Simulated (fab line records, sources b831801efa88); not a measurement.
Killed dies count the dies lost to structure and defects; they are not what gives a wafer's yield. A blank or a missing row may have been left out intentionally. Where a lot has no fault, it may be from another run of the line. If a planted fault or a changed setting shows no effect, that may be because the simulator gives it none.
The tool behind it: which one?	flow gf180mcu	14 lots, 42 wafers sampled, at 4 steps of a route of 602

WHAT THE GAUGES SHOWED, per wafer
No reading from a measuring or inspecting step in the record can be judged against a usual standard deviation.

EACH LOT AND THE TOOL THAT RAN IT (in order: tool; ch and the chambers of the sampled wafers; start)
lot	GF_V3_CVD_02	GF_V3_CMP_04	GF_V3_DEVELOP_13	GF_V3_ETCH_16
L931	pecvd-02 ch 1,2, day 21 10:28	cmp-01 ch 0,3, day 21 10:36	litho_track-02 ch 0, day 22 09:55	rie_diel-02 ch 0,2,3, day 22 10:12
L932	pecvd-03 ch 0,2, day 21 21:07	cmp-01 ch 0,2,3, day 21 21:21	litho_track-02 ch 0, day 22 20:19	rie_diel-02 ch 2,3, day 22 20:36
L935	pecvd-04 ch 0,1,2, day 23 05:55	cmp-02 ch 1,2,3, day 23 06:05	litho_track-03 ch 0, day 24 04:37	rie_diel-01 ch 0,2,3, day 24 04:55
L938	pecvd-04 ch 0,1,2, day 24 05:29	cmp-01 ch 0,2, day 24 05:40	litho_track-01 ch 0, day 25 03:48	rie_diel-02 ch 0,1,2, day 25 04:08
L939	pecvd-03 ch 1,2, day 24 13:03	cmp-02 ch 2,3, day 24 13:14	litho_track-01, day 25 10:09	rie_diel-01 ch 1,2, day 25 10:27
L940	pecvd-04 ch 0,1,2, day 24 21:18	cmp-01 ch 0,3, day 25 01:04	litho_track-02, day 25 22:10	rie_diel-02 ch 1,2,3, day 25 22:27
L943	pecvd-02 ch 1,2, day 25 22:20	cmp-01 ch 0,1,2, day 25 22:31	litho_track-01 ch 0, day 26 19:25	rie_diel-02 ch 1,2, day 26 19:42
L944	pecvd-04 ch 0,1,2, day 26 07:17	cmp-02 ch 0,2, day 26 07:28	litho_track-01 ch 0, day 27 04:21	rie_diel-02 ch 0,2,3, day 27 04:39
L947	pecvd-04 ch 0,1,2, day 27 11:57	cmp-02 ch 0,2,3, day 27 12:05	litho_track-01 ch 0, day 28 08:37	rie_diel-02 ch 0,1, day 28 08:54
L948	pecvd-03 ch 0,1,2, day 27 14:00	cmp-01 ch 0,1, day 27 14:08	litho_track-03 ch 0, day 28 10:19	rie_diel-02 ch 1,3, day 28 10:37
L949	pecvd-02 ch 0,2, day 27 21:34	cmp-01 ch 0,1,3, day 27 21:51	litho_track-01 ch 0, day 28 17:03	rie_diel-01 ch 1,2,3, day 28 17:21
L950	pecvd-03 ch 0,1,2, day 28 04:42	cmp-02 ch 0,1,3, day 28 04:52	litho_track-02 ch 0, day 29 00:08	rie_diel-04 ch 1,2,3, day 29 00:27
L951	pecvd-02 ch 0,1, day 28 05:07	cmp-01 ch 0,1,2, day 28 05:16	litho_track-02 ch 0, day 29 00:29	rie_diel-01 ch 0,1,2, day 29 00:48
L953	pecvd-04 ch 0,2, day 28 18:55	cmp-02 ch 2,3, day 28 19:05	litho_track-02 ch 0, day 29 14:11	rie_diel-04 ch 0,3, day 29 14:30
- GF_V3_CVD_02: deposits SiO2 from TEOS, target thk 850 nm, time 94.851 s.
- GF_V3_CMP_04: polishes SiO2.
- GF_V3_DEVELOP_13: develop time 60 s.
- GF_V3_ETCH_16: etches BARC in N2/H2.

WHAT THE TOOLS THEMSELVES READ (means of the sampled wafers that have a number; where no wafer has one, the mark that the record gives instead)
GF_V3_CVD_02. Usual: heater_power_w 626 W, standard deviation 84.
lot	tool	heater_power_w (W)	flag
L931	pecvd-02	597	
L932	pecvd-03	660	
L935	pecvd-04	617	
L938	pecvd-04	627	
L939	pecvd-03	558	
L940	pecvd-04	597	
L943	pecvd-02	628	
L944	pecvd-04	712	
L947	pecvd-04	648	
L948	pecvd-03	632	
L949	pecvd-02	621	
L950	pecvd-03	553	
L951	pecvd-02	576	
L953	pecvd-04	587	

GF_V3_CMP_04. Usual: motor_current_A 11.7 A, standard deviation 1.5; time_to_endpoint_s 80 s, standard deviation 5.9.
lot	tool	motor_current_A (A)	time_to_endpoint_s (s)	flag
L931	cmp-01	11.4	78	
L932	cmp-01	11.3	83	
L935	cmp-02	13.8	85	
L938	cmp-01	10.8	84	
L939	cmp-02	15.1	74	
L940	cmp-01	11.9	74	
L943	cmp-01	11.2	78	
L944	cmp-02	12.5	81	
L947	cmp-02	13.5	75	
L948	cmp-01	10.5	73	
L949	cmp-01	11.6	83	
L950	cmp-02	12.9	78	
L951	cmp-01	10.9	82	
L953	cmp-02	14.3	88	

GF_V3_DEVELOP_13. Usual: chill_plate_temp_C 23.00 C, standard deviation 0.11.
lot	tool	chill_plate_temp_C (C)	flag
L931	litho_track-02	23.00	
L932	litho_track-02	23.17	
L935	litho_track-03	22.94	
L938	litho_track-01	22.91	
L939	litho_track-01	-	OFF
L940	litho_track-02	-	OFF
L943	litho_track-01	23.04	
L944	litho_track-01	23.06	
L947	litho_track-01	23.07	
L948	litho_track-03	23.08	
L949	litho_track-01	22.92	
L950	litho_track-02	22.91	
L951	litho_track-02	23.16	
L953	litho_track-02	22.96	

GF_V3_ETCH_16. Usual: bias_w 100.0 W, standard deviation 0.33; drypump_motor_current_A 5.5 A, standard deviation 0.42; h2_flow_sccm 200.0 sccm, standard deviation 0.61; oes_product_au 0.856 a.u., standard deviation 0.0048; throttle_valve_pct 13.226 %, standard deviation 0.0095.
lot	tool	bias_w (W)	drypump_motor_current_A (A)	h2_flow_sccm (sccm)	oes_product_au (a.u.)	throttle_valve_pct (%)	flag
L931	rie_diel-02	100.3	5.4	200.4	0.851	13.231	
L932	rie_diel-02	100.2	5.6	200.3	0.852	13.221	
L935	rie_diel-01	100.2	5.8	200.3	0.853	13.229	
L938	rie_diel-02	99.7	5.1	200.1	0.858	13.236	
L939	rie_diel-01	99.6	5.4	200.2	0.854	13.223	
L940	rie_diel-02	100.1	5.6	200.7	0.857	13.229	
L943	rie_diel-02	100.0	5.3	199.9	0.850	13.220	
L944	rie_diel-02	99.8	5.4	200.3	0.856	13.219	
L947	rie_diel-02	100.0	5.0	199.6	0.858	13.218	
L948	rie_diel-02	99.5	5.6	199.9	0.853	13.221	
L949	rie_diel-01	100.4	5.5	200.0	0.858	13.225	
L950	rie_diel-04	100.1	5.7	200.1	0.856	13.230	
L951	rie_diel-01	99.9	5.7	200.3	0.855	13.232	
L953	rie_diel-04	100.0	5.6	199.5	0.860	13.219	

THE ANSWER, worked out from the rows above alone
Rule: lot off if the mean of its wafers having a number is beyond 3 standard deviations from the usual mean. A lot without any number at a reading at which 4 lots or more have one is off too. Any other lot the step has rows for is counted as sound. Order of review: gauges by route order, followed by the tools' own readings, for which a lot's mean as printed above is used. The first step at which some lot is off is used, and at that step the reading that is off furthest; a lot without a number counts as furthest.
Off, at GF_V3_DEVELOP_13 on chill_plate_temp_C: L939, L940. Without a number there: L939, L940.
If a tool, at that step or one of the process steps before it, ran each lot that is off and ran no sound lot following the first of them, it fits. Of those tried, none fits.

WHAT THE SIMULATOR PUT IN
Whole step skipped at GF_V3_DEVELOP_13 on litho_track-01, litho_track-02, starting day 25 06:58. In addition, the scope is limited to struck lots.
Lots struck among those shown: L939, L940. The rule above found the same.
